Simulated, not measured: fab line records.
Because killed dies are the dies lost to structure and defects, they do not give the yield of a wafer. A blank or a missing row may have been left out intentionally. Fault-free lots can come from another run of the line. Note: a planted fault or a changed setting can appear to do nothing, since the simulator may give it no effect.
The tool behind it: which one?	flow gf180mcu	39 wafers from 13 lots sampled at 4 of the route's 602 steps

WHAT THE GAUGES SHOWED, per wafer
GF_SAB_CD_MEAS_09: target cd 420 nm. Usual: 420.6 nm for cd_nm, sd 2.
lot	measured	on	cd_nm (nm)	flag
L815	day 15 01:55	cd_sem-01	419.4 419.0 419.4	
L816	day 15 12:59	cd_sem-02	425.1 424.1 425.1	
L817	day 15 13:32	cd_sem-02	419.9 419.7 419.4	
L818	day 16 05:15	cd_sem-01	424.8 423.5 424.3	
L820	day 16 20:34	cd_sem-02	421.8 421.4 419.7	
L824	day 18 11:48	cd_sem-02	421.0 419.0 421.8	
L825	day 18 22:24	cd_sem-02	421.5 420.1 422.3	
L827	day 19 15:32	cd_sem-01	420.2 418.0 419.9	
L828	day 19 17:55	cd_sem-02	422.0 422.1 421.1	
L830	day 20 19:05	cd_sem-01	420.9 420.2 419.4	
L831	day 21 09:43	cd_sem-01	420.2 420.4 421.6	
L832	day 21 10:36	cd_sem-02	420.0 421.0 420.9	
L835	day 22 12:09	cd_sem-02	420.5 419.7 420.8	

GF_SAB_OVL_MEAS_10. Usual: for SAB_OVL the level is -1.0 nm and the standard deviation is 1.2.
lot	measured	on	SAB_OVL (nm)	flag
L815	day 15 02:02	overlay-02	-1.1 -2.6 -1.6	
L816	day 15 13:05	overlay-02	-0.4 -0.5 -0.4	
L817	day 15 13:39	overlay-01	-1.3 -1.7 -1.6	
L818	day 16 05:22	overlay-01	0.2 -1.2 0.2	
L820	day 16 20:41	overlay-01	-1.3 -2.1 0.8	
L824	day 18 11:55	overlay-01	-1.2 -2.7 -0.9	
L825	day 18 22:31	overlay-02	-1.9 -1.1 -2.1	
L827	day 19 15:37	overlay-01	-0.4 1.2 -0.5	
L828	day 19 18:02	overlay-02	1.8 0.3 0.3	
L830	day 20 19:11	overlay-01	-1.3 0.2 -0.6	
L831	day 21 09:49	overlay-02	0.2 -2.5 -1.8	
L832	day 21 10:43	overlay-02	-0.1 -1.2 -1.2	
L835	day 22 12:16	overlay-02	-1.9 -3.1 -0.9	

GF_SALICIDE_RS_MEAS_04: measurement is done with a four-point probe. Usual: for SALICIDE_TIN_RS the level is 16.3 ohm/sq and the standard deviation is 0.37.
lot	measured	on	SALICIDE_TIN_RS (ohm/sq)	flag
L815	day 15 02:27	film_metro-02	16.5 15.8 16.5	
L816	day 15 13:36	film_metro-04	16.7 16.1 16.1	
L817	day 15 14:05	film_metro-02	16.5 16.5 16.5	
L818	day 16 05:48	film_metro-03	15.9 16.2 16.2	
L820	day 16 21:07	film_metro-02	15.9 15.8 16.0	
L824	day 18 12:21	film_metro-04	16.2 16.6 16.1	
L825	day 18 22:57	film_metro-04	16.1 16.4 16.0	
L827	day 19 16:05	film_metro-04	16.4 16.7 16.6	
L828	day 19 18:40	film_metro-04	15.9 16.6 16.7	
L830	day 20 19:38	film_metro-04	16.7 16.7 16.8	
L831	day 21 10:17	film_metro-04	16.1 16.5 16.1	
L832	day 21 11:13	film_metro-02	16.1 16.1 16.1	
L835	day 22 12:50	film_metro-02	16.7 16.4 8.6	OFF

WHICH TOOL RAN EACH LOT (tool, then ch and the chambers of the sampled wafers, then the start)
lot	GF_SALICIDE_SPUTTER_02
L815	pvd_sputter-04, day 15 02:24
L816	pvd_sputter-01, day 15 13:31
L817	pvd_sputter-04, day 15 14:01
L818	pvd_sputter-04, day 16 05:45
L820	pvd_sputter-04, day 16 21:04
L824	pvd_sputter-03, day 18 12:18
L825	pvd_sputter-03, day 18 22:54
L827	pvd_sputter-04, day 19 15:58
L828	pvd_sputter-04, day 19 18:33
L830	pvd_sputter-03, day 20 19:33
L831	pvd_sputter-03, day 21 10:13
L832	pvd_sputter-01, day 21 11:09
L835	pvd_sputter-04, day 22 12:38
- GF_SALICIDE_SPUTTER_02: material Co, target thk 10 nm, time 20 s.

WHAT THE TOOLS THEMSELVES READ (means of the sampled wafers that have a number; where no wafer has one, the mark that the record gives instead)
GF_SALICIDE_SPUTTER_02. Usual: chamber_pressure_pa 0.4001 Pa, standard deviation 0.0008; throttle_valve_pct 29.7 %, standard deviation 0.75.
lot	tool	chamber_pressure_pa (Pa)	throttle_valve_pct (%)	flag
L815	pvd_sputter-04	0.4001	29.4	
L816	pvd_sputter-01	0.3998	29.1	
L817	pvd_sputter-04	0.4002	29.7	
L818	pvd_sputter-04	0.4003	29.2	
L820	pvd_sputter-04	0.4007	29.2	
L824	pvd_sputter-03	0.4007	30.9	
L825	pvd_sputter-03	0.4009	30.6	
L827	pvd_sputter-04	0.3998	29.8	
L828	pvd_sputter-04	0.3999	29.6	
L830	pvd_sputter-03	0.4006	31.0	
L831	pvd_sputter-03	0.4000	30.3	
L832	pvd_sputter-01	0.3996	28.7	
L835	pvd_sputter-04	0.4001	29.5	

THE ANSWER, worked out from the rows above alone
Rule: take the mean of a lot's wafers that have a number; if it is more than 3 standard deviations from the usual mean, the lot is off. A lot without any number at a reading at which 4 lots or more have one is off too. Any other lot the step has rows for is counted as sound. After the gauges, taken in route order, come the tools' own readings; for these a lot's mean is taken, as printed above. At the first step where some lot is off, the reading lying furthest off is the one used; lots without a number count as furthest.
Off: at GF_SALICIDE_RS_MEAS_04 (SALICIDE_TIN_RS), L835.
If a tool, at a process step before that reading, ran all the lots that are off and no sound lot after the first of them, it fits. Those tools and the gauges at GF_SALICIDE_RS_MEAS_04 are tried in the same way. Undecided on this evidence; 2 tools fit (pvd_sputter-04 at GF_SALICIDE_SPUTTER_02, film_metro-02 at GF_SALICIDE_RS_MEAS_04).

WHAT HAD BEEN PUT IN BY THE SIMULATOR
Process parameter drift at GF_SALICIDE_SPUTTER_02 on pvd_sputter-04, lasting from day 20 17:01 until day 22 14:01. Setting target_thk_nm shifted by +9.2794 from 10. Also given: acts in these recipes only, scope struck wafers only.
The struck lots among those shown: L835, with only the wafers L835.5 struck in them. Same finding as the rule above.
